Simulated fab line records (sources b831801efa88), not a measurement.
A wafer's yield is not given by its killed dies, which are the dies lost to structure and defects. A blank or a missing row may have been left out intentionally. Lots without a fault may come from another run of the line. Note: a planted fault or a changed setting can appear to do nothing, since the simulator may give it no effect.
Comparing a struck lot with a sound one    flow gf180mcu    14 steps out of a route of 602
Sound: these wafers, L479.3, L479.4, L479.6. Struck: wafers L477.4, L477.5, L477.6. The cause is given at the end.
Per side, at each step with rows, come the tool, then ch with its chambers, and then its first start. Under that, the readings that differ: sound wafers    struck wafers    difference of the means    sigmas: that difference in standard deviations of wafers without a fault.
alike: same words and numbers on both sides, and readings whose means sit less than 2 such deviations apart. not compared: any withheld reading, any reading some wafer has no value for, any bound like >300 that may hide the same value, and any number with overlapping values for which the record gives no deviation.
A row with sigmas, a row that says differs or no value, or rows on one side alone: a step with any of these is where the two part. Numbers that don't overlap but have no deviation are shown without sigmas and don't part them. A reading that every wafer of one side lacks parts them only if that side has two wafers or more.

GF_V4_ETCH_17: etches SiO2 in C4F8/O2/Ar, stops on TiN, target depth 630 nm.
  sound: rie diel-04 ch 0,1,2; struck: rie diel-04 ch 1,2,3
  alike: oes product au
then, 3 steps without rows for these wafers: GF_V4_STRIP_18 (strips in O2/N2); GF_V4_STRIP_19 (strips in post etch residue remover, time 1200 s); GF_V4_CLEAN_20 (cleans in DIW).
GF_V4_SPUTTER_21: material Ti, target thk 15 nm, time 80.02 s.
  sound on pvd sputter-03 at day 30 05:15; struck on pvd sputter-01 at day 29 17:14
  alike: cathode dc power W, chamber pressure pa, substrate temp c, throttle valve pct
GF_V4_SPUTTER_22: material TiN, target thk 10 nm, time 40 s.
  sound on pvd sputter-03 at day 30 05:19; struck on pvd sputter-01 at day 29 17:17
  alike: cathode dc power W, chamber pressure pa, throttle valve pct
GF_V4_CVD_23: deposits W, target thk 350 nm, time 104.9 s.
  sound on cvd w-01 ch 0,1, day 30 05:23; struck on cvd w-02 ch 0,1, day 29 17:22
  alike: heater power w, susceptor temp C
GF_V4_RS_MEAS_24: uses a four-point probe to measure.
  sound on film metro-02 at day 30 05:30; struck on film metro-01 at day 29 17:31
  alike: V4_W_RS
GF_V4_THK_MEAS_25: measures by xrf.
  sound on film metro-02 at day 30 05:36; struck on film metro-01 at day 29 17:36
  alike: V4_W_THK
then, 1 step without rows for these wafers: GF_V4_CMP_26 (polishes, stops on SiO2, t overpolish 15 s, target thk 0 nm).
GF_MIM_SPUTTER_00: material Ti, target thk 37.5 nm, time 150 s.
  sound on pvd sputter-04 at day 30 05:56; struck on pvd sputter-03 at day 29 17:56
  alike: cathode dc power W, chamber pressure pa, substrate temp c, throttle valve pct
then, 1 step without rows for these wafers: GF_MIM_SPUTTER_01 (material TiN, target thk 30 nm, time 25 s).
GF_MIM_SPUTTER_02: material AlCu, target thk 450 nm, time 23.9 s.
  sound on pvd sputter-04 at day 30 06:04; struck on pvd sputter-03 at day 29 18:04
  no value came back on the struck wafers for cathode dc power W (W), chamber pressure pa (Pa), throttle valve pct (%); on the sound wafers cathode dc power W (W) reads 10594 10602 10599
then, 1 step without rows for these wafers: GF_MIM_SPUTTER_03 (material Ti, target thk 10 nm, time 6.7 s).

WHERE THEY PART
GF_MIM_SPUTTER_02 only, going by this record.

WHY: whatever the simulator had introduced
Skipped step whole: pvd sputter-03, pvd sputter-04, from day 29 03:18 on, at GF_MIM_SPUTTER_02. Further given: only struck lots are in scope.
